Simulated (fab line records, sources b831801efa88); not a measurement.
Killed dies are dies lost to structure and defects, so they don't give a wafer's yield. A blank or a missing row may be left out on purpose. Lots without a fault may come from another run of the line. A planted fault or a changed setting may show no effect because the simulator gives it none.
Which tool did it? | flow sky130 | 6 lots, 18 wafers sampled, at 3 steps of a route of 708

WHAT THE GAUGES READ, wafer by wafer
SKY_NWELL_RS_MEAS_31: measures by four-point-probe.
lot  | measured     | on            | PWDE_RS (ohm/sq)
L646 | day 5 11:15  | film_metro-03 | 5289 5279 5304
L649 | day 6 13:02  | film_metro-01 | 5263 5259 5272
L652 | day 7 04:02  | film_metro-03 | 5273 5245 5253
L655 | day 8 00:17  | film_metro-01 | 5316 5300 5329
L659 | day 8 16:15  | film_metro-01 | 5281 5275 5260
L666 | day 10 16:23 | film_metro-03 | 5281 5279 5286

WHICH TOOL RAN EACH LOT (tool, then ch and the chambers of the sampled wafers, then the start)
lot  | SKY_PWDE_IMPLANT_08            | SKY_NWELL_STRIP_14
L646 | implanter-03 ch 0, day 4 00:30 | plasma_asher-02 ch 0,1, day 4 18:05
L649 | implanter-02 ch 0, day 5 00:01 | plasma_asher-01 ch 0,1, day 5 17:38
L652 | implanter-03 ch 0, day 5 11:17 | plasma_asher-01 ch 0,1, day 6 10:02
L655 | implanter-02 ch 0, day 6 10:16 | plasma_asher-01 ch 0,1, day 7 03:55
L659 | implanter-04 ch 0, day 7 00:22 | plasma_asher-02 ch 0,1, day 7 20:02
L666 | implanter-04 ch 0, day 8 19:05 | plasma_asher-03 ch 0,1, day 9 17:55
- SKY_PWDE_IMPLANT_08
- SKY_NWELL_STRIP_14: strips in O2/N2.

THE ANSWER, worked out from the rows above alone
Rule: what is usual is taken from the lots themselves. Put in order of their means at a reading, lots are off if they are a third of the lots or fewer, leave a main group of 4 or more, and stand apart from it by a gap of 3 or more times the standard deviation of the main group's means; of several such gaps the widest counts. A main group whose means are all the same, to the digits that the tables above print for the reading, isn't used. A lot without any number at a reading at which 4 lots or more have one is off too. The other lots that the step has rows for count as sound.
No lot is off at any reading shown: from this, nothing can be told.

WHAT THE SIMULATOR HAD PUT IN
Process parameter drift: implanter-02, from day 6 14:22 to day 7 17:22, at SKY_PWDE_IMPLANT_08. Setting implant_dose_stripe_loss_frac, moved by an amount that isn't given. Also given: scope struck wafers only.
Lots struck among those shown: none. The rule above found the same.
